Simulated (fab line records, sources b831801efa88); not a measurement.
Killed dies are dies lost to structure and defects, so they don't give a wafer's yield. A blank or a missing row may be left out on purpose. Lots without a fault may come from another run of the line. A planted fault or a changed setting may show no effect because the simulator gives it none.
Which tool did it? | flow sky130 | 11 lots, 33 wafers sampled, at 1 step of a route of 708

WHAT THE GAUGES READ, wafer by wafer
SKY_VT_ADJUST_LVTN_OVL_MEAS_07.
lot  | measured     | on         | VT_ADJUST_LVTN_OVL (nm)
L175 | day 7 04:02  | overlay-02 | -2.1 -1.2 -1.3
L176 | day 7 13:19  | overlay-02 | -0.5 -1.7 -1.2
L177 | day 7 22:23  | overlay-02 | -1.0 -1.4 -1.8
L178 | day 8 02:53  | overlay-01 | -1.1 0.2 -0.2
L179 | day 8 14:43  | overlay-02 | 1.6 -1.2 1.6
L182 | day 9 01:36  | overlay-01 | -0.7 1.0 -0.9
L183 | day 9 11:31  | overlay-02 | -1.8 -1.1 -2.1
L192 | day 11 23:58 | overlay-02 | 0.0 0.6 0.2
L193 | day 12 07:14 | overlay-02 | 0.0 -0.9 -0.2
L196 | day 12 21:20 | overlay-01 | -1.9 -2.0 -2.6
L197 | day 13 04:48 | overlay-02 | -1.2 -0.3 -0.5

WHICH TOOL RAN EACH LOT (tool, then ch and the chambers of the sampled wafers, then the start)
The record holds no process step before these readings.

WHAT THE TOOLS THEMSELVES READ (means of the sampled wafers that have a number; where no wafer has one, the mark that the record gives instead)
The record holds no such reading with a usual standard deviation.

THE ANSWER, worked out from the rows above alone
Rule: what is usual is taken from the lots themselves. Put in order of their means at a reading, lots are off if they are a third of the lots or fewer, leave a main group of 4 or more, and stand apart from it by a gap of 3 or more times the standard deviation of the main group's means; of several such gaps the widest counts. A main group whose means are all the same, to the digits that the tables above print for the reading, isn't used. A lot without any number at a reading at which 4 lots or more have one is off too. The other lots that the step has rows for count as sound. The gauges are gone through in route order, then the tools' own readings, and for those a lot's mean is taken as printed above. The first step at which some lot is off is used, and at that step the reading that is off furthest; a lot without a number counts as furthest.
No lot is off at any reading shown: from this, nothing can be told.

WHAT THE SIMULATOR HAD PUT IN
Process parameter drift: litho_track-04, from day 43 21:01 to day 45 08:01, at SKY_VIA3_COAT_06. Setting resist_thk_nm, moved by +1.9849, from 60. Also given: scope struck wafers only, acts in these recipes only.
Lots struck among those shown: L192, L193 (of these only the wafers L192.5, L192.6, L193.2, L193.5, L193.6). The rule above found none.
